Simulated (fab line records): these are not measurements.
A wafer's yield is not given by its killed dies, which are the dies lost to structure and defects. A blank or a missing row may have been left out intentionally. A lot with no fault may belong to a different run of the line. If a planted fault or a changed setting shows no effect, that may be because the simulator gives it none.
fab line records || flow sky130 || part 2 of 2: steps 44 to 44 of 44
record {"lots": 6, "wafers": 18, "last_day": 49}
route steps=708 shown VIA2@524 METAL3@532 CAPM@537 PAD_OPEN@708
lots that met no fault: taken from a fault-free run of the same line
start_h: the number of hours between the record's first day and the start of the first shown wafer of the lot || wait_h: time in hours since the lot's previous step || " same as the row above || L1.1+2: several wafers, shown together as one row || - no value, or no start given || * or withheld: withheld || < > ~ a bound
route shown NAME@n: names a module that has steps shown in the file, with the first one's number in the route || usual: mean/standard deviation of fault-free wafers || same: alike in all rows || chamber/n: place in a boat || sites: the reading at each site || _std_site: how widely they spread, as a standard deviation || _edge_site: the outer-site mean with the inner-site mean subtracted || radius_mm: how far each site lies from the wafer's centre || mask NAME#n: copy n || behind: the tool/chamber that last shaped the wafer || hold: the reason the lot was held/the length of the hold in hours/how it ended || device: names the non-switching transistor (n, p or np) || end of line: tests run on the same wafers once the route is complete || where a step has no rows: the recipe by itself || killed: at the first sort, the dies lost to defects and structure; wafer yield is something else || map: per-die view of a wafer (x killed, . not killed, _ where there is no die)
set.NAME: the setting the step ran with; set.NAME@STEP: the setting that earlier step ran with || model.NAME: the simulator's own value behind a step, which no gauge read
lots seen at some steps along the route; tables by step, rows by wafer
services: a tool's chamber out of use, with start hour (start_h, from the record's first day; less than 0 if before it), hours out, and reason
## steps
# step SKY_PAD_OPEN_PROBE_99
# usual {"defect_limited_yield": "82.4/1.9", "killed_at_M0_to_M3": "44/7.1", "killed_at_M4_up": "3.5/2", "killed_at_contacts": "24/5.3", "killed_at_front_end": "15/4.8", "killed_at_other": "0.1/0.35", "killed_dies": "86/9.3", "killed_open": "47/7.8", "killed_short": "39/5.9", "sort_bin_3_pad_short": "0.8/0.42", "sort_bin_5_function": "10.3/1.4", "sort_bin_6_memory": "6.4/1.1", "sort_n_pass": "406/9.3", "sort_yield_pct": "82.4/1.9"}
# same {"gross_dies": 492, "killed_at_back_side": 0, "sort_bin_4_leakage[%]": 0, "sort_bin_8_speed[%]": 0}
{"lot.wafer": "L476.1", "tool": "prober-01", "chamber": "-", "start_h": 1073.63, "wait_h": 0.1, "defect_limited_yield[%]": 82.1, "killed_at_M0_to_M3": 36, "killed_at_M4_up": 6, "killed_at_contacts": 26, "killed_at_front_end": 20, "killed_at_other": 0, "killed_dies": 88, "killed_open": 51, "killed_short": 37, "sort_bin_3_pad_short[%]": 0.6, "sort_bin_5_function[%]": 10.6, "sort_bin_6_memory[%]": 6.7, "sort_n_pass": 404, "sort_yield_pct[%]": 82.1, "model.etest.via3_chain.rc_ohm": 10.38}
{"lot.wafer": "L476.2", "tool": "prober-01", "chamber": "-", "start_h": 1073.68, "wait_h": 0.1, "defect_limited_yield[%]": 83.3, "killed_at_M0_to_M3": 40, "killed_at_M4_up": 3, "killed_at_contacts": 24, "killed_at_front_end": 15, "killed_at_other": 0, "killed_dies": 82, "killed_open": 45, "killed_short": 37, "sort_bin_3_pad_short[%]": 1.0, "sort_bin_5_function[%]": 9.6, "sort_bin_6_memory[%]": 6.1, "sort_n_pass": 410, "sort_yield_pct[%]": 83.3, "model.etest.via3_chain.rc_ohm": 9.585}
{"lot.wafer": "L476.4", "tool": "prober-01", "chamber": "-", "start_h": 1073.78, "wait_h": 0.2, "defect_limited_yield[%]": 81.1, "killed_at_M0_to_M3": 38, "killed_at_M4_up": 4, "killed_at_contacts": 29, "killed_at_front_end": 22, "killed_at_other": 0, "killed_dies": 93, "killed_open": 58, "killed_short": 35, "sort_bin_3_pad_short[%]": 0.8, "sort_bin_5_function[%]": 10.4, "sort_bin_6_memory[%]": 7.7, "sort_n_pass": 399, "sort_yield_pct[%]": 81.1, "model.etest.via3_chain.rc_ohm": 10.46}
{"lot.wafer": "L481.1", "tool": "prober-02", "chamber": "-", "start_h": 1119.38, "wait_h": 0.1, "defect_limited_yield[%]": 81.5, "killed_at_M0_to_M3": 41, "killed_at_M4_up": 5, "killed_at_contacts": 24, "killed_at_front_end": 21, "killed_at_other": 0, "killed_dies": 91, "killed_open": 39, "killed_short": 52, "sort_bin_3_pad_short[%]": 0.8, "sort_bin_5_function[%]": 11.8, "sort_bin_6_memory[%]": 5.9, "sort_n_pass": 401, "sort_yield_pct[%]": 81.5, "model.etest.via3_chain.rc_ohm": 10.71}
{"lot.wafer": "L481.4", "tool": "prober-02", "chamber": "-", "start_h": 1119.53, "wait_h": 0.2, "defect_limited_yield[%]": 81.1, "killed_at_M0_to_M3": 50, "killed_at_M4_up": 4, "killed_at_contacts": 25, "killed_at_front_end": 14, "killed_at_other": 0, "killed_dies": 93, "killed_open": 46, "killed_short": 47, "sort_bin_3_pad_short[%]": 1.0, "sort_bin_5_function[%]": 11.0, "sort_bin_6_memory[%]": 6.9, "sort_n_pass": 399, "sort_yield_pct[%]": 81.1, "model.etest.via3_chain.rc_ohm": 10.1}
{"lot.wafer": "L481.6", "tool": "prober-02", "chamber": "-", "start_h": 1119.63, "wait_h": 0.2, "defect_limited_yield[%]": 83.9, "killed_at_M0_to_M3": 41, "killed_at_M4_up": 3, "killed_at_contacts": 21, "killed_at_front_end": 13, "killed_at_other": 1, "killed_dies": 79, "killed_open": 43, "killed_short": 36, "sort_bin_3_pad_short[%]": 0.8, "sort_bin_5_function[%]": 8.7, "sort_bin_6_memory[%]": 6.5, "sort_n_pass": 413, "sort_yield_pct[%]": 83.9, "model.etest.via3_chain.rc_ohm": 10.15}
{"lot.wafer": "L483.2", "tool": "prober-01", "chamber": "-", "start_h": 1122.88, "wait_h": 0.1, "defect_limited_yield[%]": 82.1, "killed_at_M0_to_M3": 53, "killed_at_M4_up": 7, "killed_at_contacts": 15, "killed_at_front_end": 12, "killed_at_other": 1, "killed_dies": 88, "killed_open": 48, "killed_short": 40, "sort_bin_3_pad_short[%]": 1.2, "sort_bin_5_function[%]": 10.8, "sort_bin_6_memory[%]": 5.9, "sort_n_pass": 404, "sort_yield_pct[%]": 82.1, "model.etest.via3_chain.rc_ohm": 10.05}
{"lot.wafer": "L483.3", "tool": "prober-01", "chamber": "-", "start_h": 1122.93, "wait_h": 0.2, "defect_limited_yield[%]": 82.5, "killed_at_M0_to_M3": 35, "killed_at_M4_up": 5, "killed_at_contacts": 32, "killed_at_front_end": 14, "killed_at_other": 0, "killed_dies": 86, "killed_open": 47, "killed_short": 39, "sort_bin_3_pad_short[%]": 1.8, "sort_bin_5_function[%]": 10.6, "sort_bin_6_memory[%]": 5.1, "sort_n_pass": 406, "sort_yield_pct[%]": 82.5, "model.etest.via3_chain.rc_ohm": 9.201}
{"lot.wafer": "L483.5", "tool": "prober-01", "chamber": "-", "start_h": 1123.03, "wait_h": 0.2, "defect_limited_yield[%]": 80.1, "killed_at_M0_to_M3": 57, "killed_at_M4_up": 0, "killed_at_contacts": 24, "killed_at_front_end": 17, "killed_at_other": 0, "killed_dies": 98, "killed_open": 62, "killed_short": 36, "sort_bin_3_pad_short[%]": 0.8, "sort_bin_5_function[%]": 12.6, "sort_bin_6_memory[%]": 6.5, "sort_n_pass": 394, "sort_yield_pct[%]": 80.1, "model.etest.via3_chain.rc_ohm": 10.87}
{"lot.wafer": "L486.1", "tool": "prober-01", "chamber": "-", "start_h": 1144.94, "wait_h": 0.1, "defect_limited_yield[%]": 81.3, "killed_at_M0_to_M3": 43, "killed_at_M4_up": 6, "killed_at_contacts": 22, "killed_at_front_end": 21, "killed_at_other": 0, "killed_dies": 92, "killed_open": 49, "killed_short": 43, "sort_bin_3_pad_short[%]": 0.8, "sort_bin_5_function[%]": 9.8, "sort_bin_6_memory[%]": 8.1, "sort_n_pass": 400, "sort_yield_pct[%]": 81.3, "model.etest.via3_chain.rc_ohm": 9.619}
{"lot.wafer": "L486.4", "tool": "prober-01", "chamber": "-", "start_h": 1145.09, "wait_h": 0.2, "defect_limited_yield[%]": 82.9, "killed_at_M0_to_M3": 47, "killed_at_M4_up": 0, "killed_at_contacts": 19, "killed_at_front_end": 17, "killed_at_other": 1, "killed_dies": 84, "killed_open": 42, "killed_short": 42, "sort_bin_3_pad_short[%]": 1.4, "sort_bin_5_function[%]": 10.8, "sort_bin_6_memory[%]": 4.9, "sort_n_pass": 408, "sort_yield_pct[%]": 82.9, "model.etest.via3_chain.rc_ohm": 9.549}
{"lot.wafer": "L486.5", "tool": "prober-01", "chamber": "-", "start_h": 1145.14, "wait_h": 0.2, "defect_limited_yield[%]": 83.7, "killed_at_M0_to_M3": 39, "killed_at_M4_up": 6, "killed_at_contacts": 24, "killed_at_front_end": 11, "killed_at_other": 0, "killed_dies": 80, "killed_open": 43, "killed_short": 37, "sort_bin_3_pad_short[%]": 0.4, "sort_bin_5_function[%]": 8.5, "sort_bin_6_memory[%]": 7.3, "sort_n_pass": 412, "sort_yield_pct[%]": 83.7, "model.etest.via3_chain.rc_ohm": 9.955}
{"lot.wafer": "L490.1", "tool": "prober-02", "chamber": "-", "start_h": 1161.56, "wait_h": 0.1, "defect_limited_yield[%]": 83.1, "killed_at_M0_to_M3": 48, "killed_at_M4_up": 2, "killed_at_contacts": 21, "killed_at_front_end": 12, "killed_at_other": 0, "killed_dies": 83, "killed_open": 51, "killed_short": 32, "sort_bin_3_pad_short[%]": 0.2, "sort_bin_5_function[%]": 10.4, "sort_bin_6_memory[%]": 6.3, "sort_n_pass": 409, "sort_yield_pct[%]": 83.1, "model.etest.via3_chain.rc_ohm": 8.634}
{"lot.wafer": "L490.4", "tool": "prober-02", "chamber": "-", "start_h": 1161.71, "wait_h": 0.2, "defect_limited_yield[%]": 81.1, "killed_at_M0_to_M3": 49, "killed_at_M4_up": 2, "killed_at_contacts": 27, "killed_at_front_end": 15, "killed_at_other": 0, "killed_dies": 93, "killed_open": 51, "killed_short": 42, "sort_bin_3_pad_short[%]": 1.2, "sort_bin_5_function[%]": 11.2, "sort_bin_6_memory[%]": 6.5, "sort_n_pass": 399, "sort_yield_pct[%]": 81.1, "model.etest.via3_chain.rc_ohm": 8.777}
{"lot.wafer": "L490.5", "tool": "prober-02", "chamber": "-", "start_h": 1161.76, "wait_h": 0.2, "defect_limited_yield[%]": 81.7, "killed_at_M0_to_M3": 46, "killed_at_M4_up": 3, "killed_at_contacts": 26, "killed_at_front_end": 15, "killed_at_other": 0, "killed_dies": 90, "killed_open": 43, "killed_short": 47, "sort_bin_3_pad_short[%]": 1.4, "sort_bin_5_function[%]": 10.0, "sort_bin_6_memory[%]": 6.9, "sort_n_pass": 402, "sort_yield_pct[%]": 81.7, "model.etest.via3_chain.rc_ohm": 8.891}
{"lot.wafer": "L494.3", "tool": "prober-02", "chamber": "-", "start_h": 1175.36, "wait_h": 0.2, "defect_limited_yield[%]": 80.9, "killed_at_M0_to_M3": 48, "killed_at_M4_up": 3, "killed_at_contacts": 35, "killed_at_front_end": 8, "killed_at_other": 0, "killed_dies": 94, "killed_open": 59, "killed_short": 35, "sort_bin_3_pad_short[%]": 0.8, "sort_bin_5_function[%]": 11.8, "sort_bin_6_memory[%]": 6.5, "sort_n_pass": 398, "sort_yield_pct[%]": 80.9, "model.etest.via3_chain.rc_ohm": 8.927}
{"lot.wafer": "L494.4", "tool": "prober-02", "chamber": "-", "start_h": 1175.41, "wait_h": 0.2, "defect_limited_yield[%]": 84.8, "killed_at_M0_to_M3": 39, "killed_at_M4_up": 7, "killed_at_contacts": 19, "killed_at_front_end": 10, "killed_at_other": 0, "killed_dies": 75, "killed_open": 29, "killed_short": 46, "sort_bin_3_pad_short[%]": 0.6, "sort_bin_5_function[%]": 9.8, "sort_bin_6_memory[%]": 4.9, "sort_n_pass": 417, "sort_yield_pct[%]": 84.8, "model.etest.via3_chain.rc_ohm": 8.888}
{"lot.wafer": "L494.5", "tool": "prober-02", "chamber": "-", "start_h": 1175.46, "wait_h": 0.2, "defect_limited_yield[%]": 83.1, "killed_at_M0_to_M3": 46, "killed_at_M4_up": 6, "killed_at_contacts": 23, "killed_at_front_end": 8, "killed_at_other": 0, "killed_dies": 83, "killed_open": 47, "killed_short": 36, "sort_bin_3_pad_short[%]": 0.4, "sort_bin_5_function[%]": 11.2, "sort_bin_6_memory[%]": 5.3, "sort_n_pass": 409, "sort_yield_pct[%]": 83.1, "model.etest.via3_chain.rc_ohm": 9.298}
# killed by level:class
L476.1 VIA1:geometric_particle:open=10 VIA3:geometric_particle:open=9 CONTACT:geometric_particle:open=8 POLY_GATE:geometric_particle:open=6 LI_CONTACT:geometric_particle:open=6 CONTACT:geometric_particle:short=6 FIELD_ISO:geometric_particle:short=5 LOCAL_INTERCONNECT:geometric_particle:short=4
L476.2 VIA1:geometric_particle:open=9 CONTACT:geometric_particle:open=8 VIA3:geometric_particle:open=7 POLY_GATE:geometric_particle:short=6 METAL1:geometric_particle:short=6 LI_CONTACT:geometric_particle:open=5 FIELD_ISO:geometric_particle:open=4 LOCAL_INTERCONNECT:geometric_particle:short=4
L476.4 CONTACT:geometric_particle:open=11 VIA3:geometric_particle:open=9 METAL2:geometric_particle:short=8 VIA1:geometric_particle:open=8 LI_CONTACT:geometric_particle:open=7 FIELD_ISO:geometric_particle:short=6 VIA2:geometric_particle:open=6 LI_CONTACT:geometric_particle:short=5
L481.1 LI_CONTACT:geometric_particle:open=8 METAL2:geometric_particle:short=8 POLY_GATE:geometric_particle:short=7 VIA1:geometric_particle:open=6 VIA2:geometric_particle:open=6 LI_CONTACT:geometric_particle:short=5 VIA1:geometric_particle:short=5 FIELD_ISO:geometric_particle:short=4
L481.4 VIA1:geometric_particle:open=13 VIA2:geometric_particle:open=9 LI_CONTACT:geometric_particle:open=7 VIA2:geometric_particle:short=6 CONTACT:geometric_particle:open=6 METAL1:geometric_particle:short=6 CONTACT:geometric_particle:short=5 FIELD_ISO:geometric_particle:short=4
L481.6 CONTACT:geometric_particle:short=8 VIA1:geometric_particle:open=7 METAL2:geometric_particle:short=7 VIA2:geometric_particle:open=7 VIA3:geometric_particle:open=7 POLY_GATE:geometric_particle:short=4 LI_CONTACT:geometric_particle:open=4 CONTACT:geometric_particle:open=4
L483.2 VIA1:geometric_particle:open=15 VIA3:geometric_particle:open=8 FIELD_ISO:geometric_particle:short=7 VIA1:geometric_particle:short=7 METAL4:geometric_particle:short=6 LI_CONTACT:geometric_particle:open=5 METAL1:geometric_particle:short=5 CONTACT:geometric_particle:open=5
L483.3 CONTACT:geometric_particle:open=12 VIA1:geometric_particle:open=11 METAL1:geometric_particle:short=8 LI_CONTACT:geometric_particle:open=7 LOCAL_INTERCONNECT:geometric_particle:short=6 VIA1:geometric_particle:short=6 FIELD_ISO:geometric_particle:open=5 CONTACT:geometric_particle:short=5
L483.5 VIA1:geometric_particle:open=17 VIA2:geometric_particle:open=12 CONTACT:geometric_particle:open=11 VIA3:geometric_particle:open=9 METAL1:geometric_particle:short=7 POLY_GATE:geometric_particle:short=6 LI_CONTACT:geometric_particle:open=6 FIELD_ISO:geometric_particle:short=5
L486.1 CONTACT:geometric_particle:open=10 VIA1:geometric_particle:open=10 POLY_GATE:geometric_particle:open=7 METAL3:geometric_particle:short=7 VIA2:geometric_particle:open=6 METAL2:geometric_particle:short=5 POLY_GATE:geometric_particle:short=4 LOCAL_INTERCONNECT:geometric_particle:short=4
L486.4 VIA3:geometric_particle:open=8 VIA1:geometric_particle:open=7 VIA2:geometric_particle:short=6 METAL2:geometric_particle:short=6 VIA2:geometric_particle:open=6 FIELD_ISO:geometric_particle:short=5 LOCAL_INTERCONNECT:geometric_particle:short=5 METAL1:geometric_particle:short=5
L486.5 CONTACT:geometric_particle:open=9 LI_CONTACT:geometric_particle:open=8 VIA1:geometric_particle:open=8 METAL2:geometric_particle:short=7 VIA1:geometric_particle:short=6 METAL4:geometric_particle:short=5 CONTACT:geometric_particle:short=4 VIA2:geometric_particle:open=4
L490.1 VIA1:geometric_particle:open=11 VIA3:geometric_particle:open=9 CONTACT:geometric_particle:open=8 LI_CONTACT:geometric_particle:open=6 VIA2:geometric_particle:open=6 METAL1:geometric_particle:short=5 VIA1:geometric_particle:short=4 POLY_GATE:geometric_particle:open=3
L490.4 LI_CONTACT:geometric_particle:open=13 VIA1:geometric_particle:open=10 CONTACT:geometric_particle:open=8 VIA1:geometric_particle:short=6 METAL1:geometric_particle:short=6 METAL2:geometric_particle:short=6 METAL3:geometric_particle:short=6 VIA3:geometric_particle:open=6
L490.5 METAL2:geometric_particle:short=12 LI_CONTACT:geometric_particle:open=10 CONTACT:geometric_particle:open=9 POLY_GATE:geometric_particle:open=6 METAL1:geometric_particle:short=6 VIA1:geometric_particle:open=5 POLY_GATE:geometric_particle:short=4 CONTACT:geometric_particle:short=4
L494.3 VIA1:geometric_particle:open=15 CONTACT:geometric_particle:open=13 VIA2:geometric_particle:open=10 METAL1:geometric_particle:short=7 VIA3:geometric_particle:open=7 LI_CONTACT:geometric_particle:short=6 LI_CONTACT:geometric_particle:open=5 LOCAL_INTERCONNECT:geometric_particle:short=5
L494.4 METAL1:geometric_particle:short=7 VIA3:geometric_particle:open=7 METAL2:geometric_particle:short=7 METAL4:geometric_particle:short=6 LOCAL_INTERCONNECT:geometric_particle:short=5 FIELD_ISO:geometric_particle:short=4 LI_CONTACT:geometric_particle:open=4 CONTACT:geometric_particle:open=4
L494.5 CONTACT:geometric_particle:open=9 VIA3:geometric_particle:open=9 VIA1:geometric_particle:open=6 METAL1:geometric_particle:short=6 METAL2:geometric_particle:short=5 VIA3:geometric_particle:short=5 LI_CONTACT:geometric_particle:open=4 LI_CONTACT:geometric_particle:short=4
## services
{"tool": "cvd_w-01", "chamber": 1, "start_h": 829.81, "hours": 10.7, "kind": "repair"}
{"tool": "cmp-02", "chamber": "-", "start_h": 831.64, "hours": 2.7, "kind": "repair"}
{"tool": "cmp-01", "chamber": "-", "start_h": 834.07, "hours": 5.2, "kind": "repair"}
{"tool": "pvd_sputter-04", "chamber": "-", "start_h": 851.69, "hours": 3.7, "kind": "repair"}
{"tool": "rie_metal-01", "chamber": "-", "start_h": 878.99, "hours": 2.8, "kind": "pm"}
{"tool": "rie_metal-04", "chamber": 1, "start_h": 885.58, "hours": 21.1, "kind": "repair"}
{"tool": "pvd_sputter-04", "chamber": "-", "start_h": 891.01, "hours": 0.6, "kind": "repair"}
{"tool": "cmp-02", "chamber": "-", "start_h": 892.55, "hours": 1.7, "kind": "repair"}
{"tool": "cvd_w-01", "chamber": "-", "start_h": 904.00, "hours": 14.0, "kind": "pm"}
{"tool": "cmp-02", "chamber": "-", "start_h": 909.06, "hours": 1.4, "kind": "repair"}
{"tool": "cmp-02", "chamber": "-", "start_h": 911.59, "hours": 1.9, "kind": "repair"}
{"tool": "cmp-01", "chamber": "-", "start_h": 912.00, "hours": 4.0, "kind": "pm"}
{"tool": "pvd_sputter-04", "chamber": "-", "start_h": 922.71, "hours": 3.3, "kind": "repair"}
{"tool": "cmp-02", "chamber": "-", "start_h": 931.26, "hours": 2.0, "kind": "repair"}
{"tool": "cvd_w-01", "chamber": "-", "start_h": 940.42, "hours": 6.0, "kind": "pm"}
{"tool": "pvd_sputter-02", "chamber": "-", "start_h": 941.72, "hours": 2.0, "kind": "repair"}
{"tool": "cvd_w-02", "chamber": "-", "start_h": 946.42, "hours": 6.0, "kind": "pm"}
{"tool": "cvd_w-01", "chamber": 0, "start_h": 961.19, "hours": 3.1, "kind": "repair"}
{"tool": "rie_metal-01", "chamber": "-", "start_h": 961.59, "hours": 0.3, "kind": "repair"}
{"tool": "rie_metal-04", "chamber": "-", "start_h": 981.06, "hours": 0.5, "kind": "repair"}
{"tool": "pvd_sputter-03", "chamber": "-", "start_h": 989.84, "hours": 2.7, "kind": "repair"}
{"tool": "rie_metal-04", "chamber": 0, "start_h": 1001.86, "hours": 5.7, "kind": "repair"}
{"tool": "cmp-02", "chamber": "-", "start_h": 1014.86, "hours": 12.2, "kind": "pm"}
{"tool": "rie_metal-04", "chamber": 1, "start_h": 1017.43, "hours": 2.9, "kind": "repair"}
## key
first_sign {"step": "SKY_METAL3_METAL_ETCH_18", "reading": "oes_product_au", "direction": "down", "sigmas": 3.5, "usual": 0.863, "struck": 0.839}
effect none on later readings
model_effect {"step": "SKY_METAL3_SPUTTER_04", "value": "TiN_of_METAL3_SPUTTER_04.thk_nm", "without": 68.89, "struck": 24.24}
model_effect {"step": "SKY_PAD_OPEN_PROBE_99", "value": "etest.via3_chain.rc_ohm", "without": 10.25, "struck": 8.902}
met_at SKY_METAL3_SPUTTER_04
struck_wafers L490.1,L490.4,L490.5,L494.3,L494.4,L494.5
onset_between 906.36 958.06
also_fits time
fault {"kind": "process_parameter_drift", "tool": "pvd_sputter-03", "chamber": "-", "onset_h": 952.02, "steps": "SKY_METAL3_SPUTTER_04", "channel": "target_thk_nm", "offset": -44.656, "shape": "step", "end_h": 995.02, "acts_in": "these_recipes_only", "stated": 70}
